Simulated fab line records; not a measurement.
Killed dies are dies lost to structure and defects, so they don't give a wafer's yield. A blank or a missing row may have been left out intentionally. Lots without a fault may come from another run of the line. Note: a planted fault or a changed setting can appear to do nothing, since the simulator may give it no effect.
Split-lot trial	flow sky130	on a route of 708 steps: 5 lots, 23 wafers read

== ABOUT THE SPLIT ==
At SKY_FIELD_ISO_EXPOSE_10 (exposes mask FOM, target cd 150 nm), the setting dose_mj was moved away from the recipe's 28 on 5 of the 23 wafers read, by +2.6% to +4.1%. All remaining wafers had this setting at the recipe value.

== FROM THE SPLIT TO THE READING: what the file shows between them, 2 steps ==
- SKY_FIELD_ISO_PEB_11
- SKY_FIELD_ISO_DEVELOP_12: develop time 60 s

== THE READING ==
cd_nm at SKY_FIELD_ISO_CD_MEAS_13, given in nm (cd target 150 nm). A value of 150.3 nm with a standard deviation of 0.96 nm is what fault-free wafers of this fab line usually give.

wafer	tool, chamber at the split	dose_mj as run	against the recipe	cd_nm, nm	against lot-mates on the recipe
L076.1	krf_scanner-02, 0	28	recipe	149.4	-
L076.2	krf_scanner-02, 0	28	recipe	150.3	-
L076.3	krf_scanner-02, 0	28	recipe	150.2	-
L076.4	krf_scanner-02, 0	28	recipe	149.7	-
L076.5	krf_scanner-02, 0	28	recipe	151.7	-
L078.2	krf_scanner-02, 0	28	recipe	149.3	-
L078.5	krf_scanner-02, 0	28	recipe	149.7	-
L078.6	krf_scanner-02, 0	28	recipe	150.4	-
L079.2	krf_scanner-01, 0	28	recipe	150.2	-
L079.3	krf_scanner-01, 0	29.16	+4.1%	142.4	-8.0
L079.4	krf_scanner-01, 0	28	recipe	150.6	-
L079.5	krf_scanner-01, 0	29.16	+4.1%	142.5	-7.9
L079.6	krf_scanner-01, 0	29.16	+4.1%	143.1	-7.3
L080.1	krf_scanner-01, 0	28	recipe	149.5	-
L080.2	krf_scanner-01, 0	28	recipe	151.4	-
L080.3	krf_scanner-01, 0	28	recipe	149.6	-
L080.4	krf_scanner-01, 0	28.73	+2.6%	144.9	-5.3
L080.5	krf_scanner-01, 0	28.73	+2.6%	144.8	-5.4
L085.1	krf_scanner-01, 0	28	recipe	151.2	-
L085.2	krf_scanner-01, 0	28	recipe	150.3	-
L085.3	krf_scanner-01, 0	28	recipe	149.9	-
L085.5	krf_scanner-01, 0	28	recipe	150.9	-
L085.6	krf_scanner-01, 0	28	recipe	148.3	-

FIT RESULTS
A straight line over all 23 wafers: cd_nm changes by -1.85 nm for each +1% of dose_mj; r = -0.97; the points scatter about the line by 0.78 nm.
The same after taking each lot's own level away (the mean of its wafers on the recipe; 23 wafers): -1.9 nm for each +1%; r = -0.97; scatter 0.75 nm.
On that fit, the largest move of dose_mj shifts the reading by 7.9 nm.
The span of the lots' own levels, 149.80 to 150.40 nm, comes to 0.6 times the standard deviation stated above.
Hence the lot-to-lot level has little effect on the slope; both slopes agree.
Check: with one of the wafers moved furthest among these (+4.1%) left out of the fit, the line predicts -7.84 nm for it against its lot-mates. It came out at -8 nm against them.

== THE OTHER SPLITS THESE WAFERS WENT THROUGH ==
Other splits were also applied to these wafers ahead of the reading. Each is held against what the fit with the lots' levels taken away leaves over:
other split on the same wafers	wafers away from the commonest value	r with cd_nm (lot level and that fit taken away)
SKY_FIELD_ISO_OXIDATION_01 ox_time_s	15	-0.04

== THE WHOLE CHAIN: every reading that the file lists as answering this split, in the file's order ==
step	what it does	reading	change (the file's fit)	r (the file's)
SKY_FIELD_ISO_CD_MEAS_13	target cd 150 nm	cd_nm	-1.92 nm for each +1% of the setting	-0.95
SKY_FIELD_ISO_ETCH_14	etches BARC in N2/H2, stops on SiO2, time 45.9 s, target depth 60 nm	FIELD_ISO.cd_nm (the simulator's own value, which no gauge read)	-1.91 nm for each +1% of the setting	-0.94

== THE FILE'S OWN FIT ==
cd_nm changes by -1.92 nm for each +1% of dose_mj, r = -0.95.
